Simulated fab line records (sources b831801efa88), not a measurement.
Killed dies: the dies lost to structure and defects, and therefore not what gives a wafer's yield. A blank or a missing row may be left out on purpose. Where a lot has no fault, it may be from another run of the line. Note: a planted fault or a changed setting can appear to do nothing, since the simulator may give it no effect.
Code-filled problem report in 8D (eight disciplines) form :: flow gf180mcu :: the parts of the form that need people (team, actions taken, sign-off) are left out

## 1. THE PROBLEM
heater power total W at GF_V3_PEB_12 reads a mean of 86.31 W on 6 wafers of 2 lots; wafers without a fault read 85.70 W with a standard deviation of 0.085. Measured from the usual mean, that is +7.2 standard deviations.
The step: peb time 90 s.
Seen first at day 27 04:07 on litho track-03, wafer L340.3. At this step, 42 wafers from 14 lots have a number in the record. Rule for "out", or "out of limits": more than 4 standard deviations from the usual mean. The rest of the wafers with a number are treated as sound.

## 2. WHAT IT IS, AND WHAT IT ISN'T
question: which readings at this step
is: heater power total W
is not: -

question: which lots
is: L340, L342
is not: L326, L327, L330, L331, L333, L334, L337, L343, L345, L346, L348, L349

question: which wafers of those lots
is: all that have a number
is not: -

question: read on which tools
is: litho track-03
is not: litho track-01, litho track-04

question: when
is: from day 27 04:07
is not: up to then (21 sound wafers); but 15 sound wafers of L343, L345, L346, L348, L349 came after

## 3. THE SUSPECTS, EACH WITH WHAT RULES IT OUT
Counting: a tool stays on the suspect list if, at a process step up to the reading, it processed all lots that are out and no sound lot following the first of them.
- litho track-03 at GF_V3_PEB_12 (peb time 90 s): kept. It processed each lot that is out, first L340 at day 27 04:07, and no sound lot thereafter; up to then, the last sound lot it processed was L337 at day 26 15:32. Its own heater power total W readings are out on those wafers.
After counting, what remains is litho track-03 at GF_V3_PEB_12.

## 4. THE CAUSE (what the simulator had put in)
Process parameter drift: litho track-03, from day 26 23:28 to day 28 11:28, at GF_V3_PEB_12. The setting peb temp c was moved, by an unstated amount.
Only this tool survived the counting.

## 5. THE EFFECT CHAIN, in route order
One row per reading whose mean, taken over the struck wafers that have a number, lies over 3 standard deviations from the usual. Only readings for which the record gives a usual standard deviation are gone through. hours: the time from each lot's start at the first step in this table that gives one to its start at this step, as a median over the lots. sigmas: the change in usual standard deviations.
hours: 0
step: GF_V3_PEB_12
reading: heater power total W
usual: 85.70 W
on struck wafers: 86.31
change: +0.61
sigmas: +7.2

hours: 0
step: GF_V3_PEB_12
reading: plate temp C
usual: 135.01 C
on struck wafers: 135.61
change: +0.60
sigmas: +4.6
The process steps in it:
- GF_V3_PEB_12: peb time 90 s.
Later steps that measure or inspect, where all struck wafers having a row at the step show a number for every such reading and not one has moved that far: GF_V4_BOW_MEAS_05.

## 6. WHAT WOULD HAVE CAUGHT IT SOONER
First out-of-limits reading in this record: day 27 04:07, which is 5 hours after fault onset at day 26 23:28.
